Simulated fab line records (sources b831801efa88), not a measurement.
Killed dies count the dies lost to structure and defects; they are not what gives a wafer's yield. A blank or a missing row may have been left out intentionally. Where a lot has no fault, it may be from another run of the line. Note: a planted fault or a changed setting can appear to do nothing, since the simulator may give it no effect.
A struck lot beside a sound one + flow sky130 + 15 out of 708 route steps
Sound: these wafers, L693.3, L693.5, L693.6. Struck: wafers L684.2, L684.6 (left out: L684.1, a lot-mate that was not struck); the cause follows at the end.
Per side, at each step with rows, come the tool, then ch with its chambers, and then its first start. Under that, the readings that differ: sound wafers + struck wafers + difference of the means + sigmas: that difference in standard deviations of wafers without a fault.
alike: a reading whose means differ by less than 2 such deviations, as well as words and numbers matching on both sides. not compared: withheld readings; readings where some wafer has no value; bounds like >300 that might hide an equal value; numbers whose values overlap and for which the record gives no deviation.
The two part at a step that has a row with sigmas, a row that says differs or no value, or rows on one side only. Non-overlapping numbers with no deviation appear without sigmas and do not part them. A reading missing from all wafers of one side parts the sides only when that side holds two or more wafers.

SKY_VIA2_CD_MEAS_12: target cd 200 nm.
  sound: cdSem-01 at day 42 01:07; struck: cdSem-01 at day 39 06:47
  alike: cdNm
SKY_VIA2_OVL_MEAS_13:
  sound: overlay-02 at day 42 01:13; struck: overlay-02 at day 39 06:54
  alike: VIA2_OVL
SKY_VIA2_ETCH_14: etches BARC in N2/H2, stops on SiO2, time 45.9 s, target depth 60 nm.
  sound on rieDiel-03 ch 2,3, day 42 01:14; struck on rieDiel-04 ch 2, day 39 06:56
| reading              | sound                | struck        | difference | sigmas |
|----------------------|----------------------|---------------|------------|--------|
| throttleValvePct (%) | 13.214 13.214 13.229 | 13.235 13.239 | +0.018     | +2     |
  alike: chamberPressureMTorr, drypumpMotorCurrentA, oesProductAu
  not compared: rfHoursCounterH
SKY_VIA2_ETCH_15: etches SiO2 in C4F8/O2/Ar, stops on TiN, target depth 546 nm, time 84 s.
  sound on rieDiel-03 ch 2,3, day 42 01:17; struck on rieDiel-04 ch 2, day 39 06:59
  alike: chamberPressureMTorr, oesProductAu
  not compared: rfHoursCounterH
SKY_VIA2_STRIP_16: strips in O2/N2.
  sound on plasmaAsher-03 ch 0,1, day 42 01:23; struck on plasmaAsher-03 ch 0,1, day 39 07:02
  alike: chamberPressureMTorr, drypumpMotorCurrentA, o2FlowSccm, oesProductAu, stripTimeToEndpointS
  not compared: rfHoursCounterH
then, 4 steps without rows for these wafers: SKY_VIA2_STRIP_17 (strips in post etch residue remover, time 1200 s); SKY_VIA2_CLEAN_18 (cleans in IPA, time 180 s); SKY_VIA2_CLEAN_19 (cleans in O3/DIW); SKY_VIA2_SPUTTER_20 (material TiN, target thk 20 nm, time 80 s).
SKY_VIA2_CVD_21: deposits W, target thk 420 nm, time 126.4 s.
  sound on cvdW-02 ch 0,1, day 42 02:03; struck on cvdW-01 ch 1, day 39 07:44
  alike: heaterPowerW
SKY_VIA2_RS_MEAS_22: the measuring method here is four-point-probe.
  sound: filmMetro-04 at day 42 02:11; struck: filmMetro-03 at day 39 07:52
  alike: VIA2_W_RS
SKY_VIA2_THK_MEAS_23: measures by xrf.
  sound: filmMetro-04 at day 42 02:17; struck: filmMetro-03 at day 39 07:59
| reading         | sound       | struck  | difference | sigmas |
|-----------------|-------------|---------|------------|--------|
| VIA2_W_THK (nm) | 447 437 443 | 421 425 | -19        | -2     |
SKY_VIA2_CMP_24: polishes, stops on SiO2, t overpolish 20 s, target thk 0 nm.
  sound on cmp-02 ch 1,2,3, day 42 02:28; struck on cmp-02 ch 0, day 39 08:02
| reading            | sound                | struck        | difference | sigmas      |
|--------------------|----------------------|---------------|------------|-------------|
| overpolishRunS (s) | 20.003 19.989 20.005 | 25.232 25.210 | +5.222     | +99 or more |
| tOverpolishS (s)   | 20 20 20             | 25.211 25.211 | +5.211     |             |
  alike: motorCurrentA, slurryFlowMlMin, timeToEndpointS
SKY_METAL3_SPUTTER_00: material Ti, target thk 15 nm, time 10 s.
  sound: pvdSputter-01 at day 42 02:37; struck: pvdSputter-01 at day 39 08:20
  alike: cathodeDcPowerW, throttleValvePct
-- the record jumps here: 9 days lie between the struck wafers' starts before and after (it left off in module METAL3 and takes up again in module PAD_OPEN, whose first step shown is number 708 of the route) --
SKY_PAD_OPEN_PROBE_99:
  sound: prober-01 at day 50 08:31; struck: prober-02 at day 48 06:25
  alike: defectLimitedYield, killed_at_M0_to_M3, killed_at_M4_up, killedAtContacts, killedAtFrontEnd, killedAtOther, killedDies, killedOpen, killedShort, sort_bin_3_pad_short, sort_bin_5_function, sort_bin_6_memory, sortNPass, sortYieldPct

WHERE THEY PART
At SKY_VIA2_ETCH_14 first; at SKY_VIA2_CMP_24 last (within this record only). Later steps at which nothing parts them and some readings are alike: SKY_METAL3_SPUTTER_00, SKY_PAD_OPEN_PROBE_99.

WHY: what had been put in by the simulator
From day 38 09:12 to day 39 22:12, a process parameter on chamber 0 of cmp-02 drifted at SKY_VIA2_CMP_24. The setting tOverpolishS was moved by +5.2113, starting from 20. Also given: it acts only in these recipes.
